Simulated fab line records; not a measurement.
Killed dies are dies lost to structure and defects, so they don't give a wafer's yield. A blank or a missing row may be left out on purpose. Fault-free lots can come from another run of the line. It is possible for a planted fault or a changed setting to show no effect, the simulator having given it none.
Which tool is to blame? | flow gf180mcu | 10 lots with 30 wafers sampled at 6 steps, on a route of 602 steps

WHAT THE GAUGES READ, wafer by wafer
GF_M4_CD_MEAS_14 targets a cd of 280 nm. Usual: 279.7 nm for cd nm, sd 1.2.
lot  | measured     | on        | cd nm (nm)        | flag
L513 | day 24 04:08 | cd sem-02 | 279.4 279.8 280.1 |
L515 | day 24 15:31 | cd sem-01 | 280.0 281.4 280.4 |
L516 | day 25 05:18 | cd sem-02 | 279.1 280.0 281.0 |
L518 | day 26 05:30 | cd sem-01 | 282.4 280.4 281.9 |
L519 | day 27 00:46 | cd sem-01 | 278.9 279.6 279.2 |
L521 | day 27 05:43 | cd sem-02 | 280.3 280.5 279.5 |
L524 | day 28 04:43 | cd sem-02 | 278.8 279.0 277.8 |
L527 | day 28 18:20 | cd sem-02 | 279.5 279.4 278.9 |
L532 | day 30 06:58 | cd sem-02 | 279.3 280.7 279.9 |
L533 | day 31 02:17 | cd sem-02 | 279.3 280.1 280.1 |

GF_MIM_RS_MEAS_10: measurement is done with a four-point probe. Usual: for MIM_ALCU_RS the level is 0.1601 ohm/sq and the standard deviation is 0.0019.
lot  | measured     | on            | MIM_ALCU_RS (ohm/sq) | flag
L513 | day 25 05:23 | film metro-01 | 0.1582 0.1595 0.1566 |
L515 | day 25 15:47 | film metro-02 | 0.1581 0.1582 0.1581 |
L516 | day 26 05:40 | film metro-03 | 0.1606 0.1589 0.1608 |
L518 | day 27 04:42 | film metro-02 | 9.5423 9.5385 9.5040 | OFF
L519 | day 28 00:40 | film metro-02 | 9.3158 9.3725 9.4481 | OFF
L521 | day 28 05:23 | film metro-02 | 9.3610 9.3546 9.5784 | OFF
L524 | day 29 03:40 | film metro-02 | 0.1615 0.1615 0.1614 |
L527 | day 29 16:37 | film metro-03 | 0.1619 0.1586 0.1590 |
L532 | day 31 04:03 | film metro-03 | 0.1624 0.1618 0.1602 |
L533 | day 31 22:54 | film metro-02 | 0.1618 0.1636 0.1623 |

GF_MIM_THK_MEAS_11: measures by xrf. Usual: for MIM_ALCU_THK the level is 199.4 nm and the standard deviation is 2.4.
lot  | measured     | on            | MIM_ALCU_THK (nm) | flag
L513 | day 25 05:31 | film metro-01 | 202.7 201.1 204.0 |
L515 | day 25 15:53 | film metro-02 | 201.0 200.9 200.7 |
L516 | day 26 05:47 | film metro-03 | 199.2 200.9 198.9 |
L518 | day 27 04:49 | film metro-02 | <0.3 <0.3 <0.3    | OFF
L519 | day 28 00:47 | film metro-02 | <0.3 <0.3 <0.3    | OFF
L521 | day 28 05:29 | film metro-02 | <0.3 <0.3 <0.3    | OFF
L524 | day 29 03:47 | film metro-02 | 196.4 196.7 197.6 |
L527 | day 29 16:44 | film metro-03 | 197.2 201.4 200.7 |
L532 | day 31 04:09 | film metro-03 | 197.2 197.4 197.3 |
L533 | day 31 23:01 | film metro-02 | 196.8 195.5 196.2 |

WHICH TOOL RAN EACH LOT (tool, then ch and the chambers of the sampled wafers, then the start)
lot  | GF_V3_ETCH_17                                 | GF_MIM_SPUTTER_00            | GF_MIM_SPUTTER_08
L513 | rie diel-01 ch 0,2,3, day 24 04:08 or earlier | pvd sputter-04, day 25 04:59 | pvd sputter-01, day 25 05:20
L515 | rie diel-03 ch 1,2,3, day 24 15:31 or earlier | pvd sputter-04, day 25 15:20 | pvd sputter-01, day 25 15:42
L516 | rie diel-03 ch 1,2,3, day 25 05:18 or earlier | pvd sputter-01, day 26 05:14 | pvd sputter-02, day 26 05:36
L518 | rie diel-03 ch 1,2,3, day 26 05:30 or earlier | pvd sputter-01, day 27 04:17 | pvd sputter-01, day 27 04:38
L519 | rie diel-03 ch 0,1, day 27 00:46 or earlier   | pvd sputter-02, day 28 00:14 | pvd sputter-01, day 28 00:35
L521 | rie diel-04 ch 0,1, day 27 05:43 or earlier   | pvd sputter-02, day 28 04:56 | pvd sputter-01, day 28 05:18
L524 | rie diel-01 ch 1,2,3, day 28 04:43 or earlier | pvd sputter-01, day 29 03:14 | pvd sputter-02, day 29 03:35
L527 | rie diel-03 ch 0,1,3, day 28 18:20 or earlier | pvd sputter-02, day 29 16:11 | pvd sputter-01, day 29 16:34
L532 | rie diel-04 ch 1,2,3, day 30 06:58 or earlier | pvd sputter-04, day 31 03:36 | pvd sputter-01, day 31 03:58
L533 | rie diel-03 ch 0,3, day 31 02:17 or earlier   | pvd sputter-02, day 31 22:29 | pvd sputter-01, day 31 22:51
- GF_V3_ETCH_17: etches SiO2 in C4F8/O2/Ar, stops on TiN, target depth 635 nm.
- GF_MIM_SPUTTER_00: material Ti, target thk 37.5 nm, time 150 s.
- GF_MIM_SPUTTER_08: material AlCu, target thk 200 nm, time 10.6 s.

AS READ BY THE TOOLS THEMSELVES (means over the sampled wafers that have a number; for cases with no such wafer, the mark the record gives instead)
GF_V3_ETCH_17. Usual: 0.855 a.u. for oes product au, sd 0.0049.
lot  | tool        | oes product au (a.u.) | flag
L513 | rie diel-01 | 0.854                 |
L515 | rie diel-03 | 0.849                 |
L516 | rie diel-03 | 0.854                 |
L518 | rie diel-03 | 0.857                 |
L519 | rie diel-03 | 0.852                 |
L521 | rie diel-04 | 0.860                 |
L524 | rie diel-01 | 0.860                 |
L527 | rie diel-03 | 0.854                 |
L532 | rie diel-04 | 0.854                 |
L533 | rie diel-03 | 0.859                 |

GF_MIM_SPUTTER_00. Usual: cathode dc power W 4000.0 W, standard deviation 0.7; chamber pressure pa 2.000 Pa, standard deviation 0.0044; throttle valve pct 30.0 %, standard deviation 1.1.
lot  | tool           | cathode dc power W (W) | chamber pressure pa (Pa) | throttle valve pct (%) | flag
L513 | pvd sputter-04 | 3999.8                 | 1.995                    | 30.1                   |
L515 | pvd sputter-04 | 3999.9                 | 2.003                    | 30.8                   |
L516 | pvd sputter-01 | 4000.1                 | 1.998                    | 29.5                   |
L518 | pvd sputter-01 | 4000.5                 | 2.002                    | 29.5                   |
L519 | pvd sputter-02 | 3999.4                 | 1.998                    | 29.5                   |
L521 | pvd sputter-02 | 4000.1                 | 1.999                    | 29.7                   |
L524 | pvd sputter-01 | 4000.1                 | 1.995                    | 29.5                   |
L527 | pvd sputter-02 | 4000.7                 | 1.999                    | 29.6                   |
L532 | pvd sputter-04 | 3999.4                 | 2.001                    | 30.9                   |
L533 | pvd sputter-02 | 3999.9                 | 2.003                    | 30.5                   |

GF_MIM_SPUTTER_08. Usual: cathode dc power W 10600 W, standard deviation 2; chamber pressure pa 0.4001 Pa, standard deviation 0.00071; throttle valve pct 29.9 %, standard deviation 1.1.
lot  | tool           | cathode dc power W (W) | chamber pressure pa (Pa) | throttle valve pct (%) | flag
L513 | pvd sputter-01 | 10600                  | 0.4000                   | 29.3                   |
L515 | pvd sputter-01 | 10602                  | 0.3998                   | 30.2                   |
L516 | pvd sputter-02 | 10602                  | 0.4003                   | 29.0                   |
L518 | pvd sputter-01 | -                      | -                        | -                      | OFF
L519 | pvd sputter-01 | -                      | -                        | -                      | OFF
L521 | pvd sputter-01 | -                      | -                        | -                      | OFF
L524 | pvd sputter-02 | 10601                  | 0.4001                   | 29.0                   |
L527 | pvd sputter-01 | 10600                  | 0.4007                   | 29.6                   |
L532 | pvd sputter-01 | 10600                  | 0.4000                   | 30.5                   |
L533 | pvd sputter-01 | 10599                  | 0.4011                   | 29.2                   |

THE ANSWER, worked out from the rows above alone
Rule: lot off if the mean of its wafers having a number is beyond 3 standard deviations from the usual mean. Also off: a lot with no number at a reading for which 4 or more lots have one. Any other lot the step has rows for is counted as sound. Order of review: gauges by route order, followed by the tools' own readings, for which a lot's mean as printed above is used. At the first step where some lot is off, the reading lying furthest off is the one used; lots without a number count as furthest.
Off: L518, L519, L521, at GF_MIM_RS_MEAS_10 (MIM_ALCU_RS).
If a tool, at a process step before that reading, ran all the lots that are off and no sound lot after the first of them, it fits. Not tried: the gauges at GF_MIM_RS_MEAS_10; whatever is off there is also off at GF_MIM_SPUTTER_08, on other tools, and gauge error can't account for it. GF_V3_ETCH_17 gives no start for some lots, so the hours and the order of its lots are those of GF_M4_CD_MEAS_14. Of those tried, none fits.

WHAT THE SIMULATOR HAD PUT IN
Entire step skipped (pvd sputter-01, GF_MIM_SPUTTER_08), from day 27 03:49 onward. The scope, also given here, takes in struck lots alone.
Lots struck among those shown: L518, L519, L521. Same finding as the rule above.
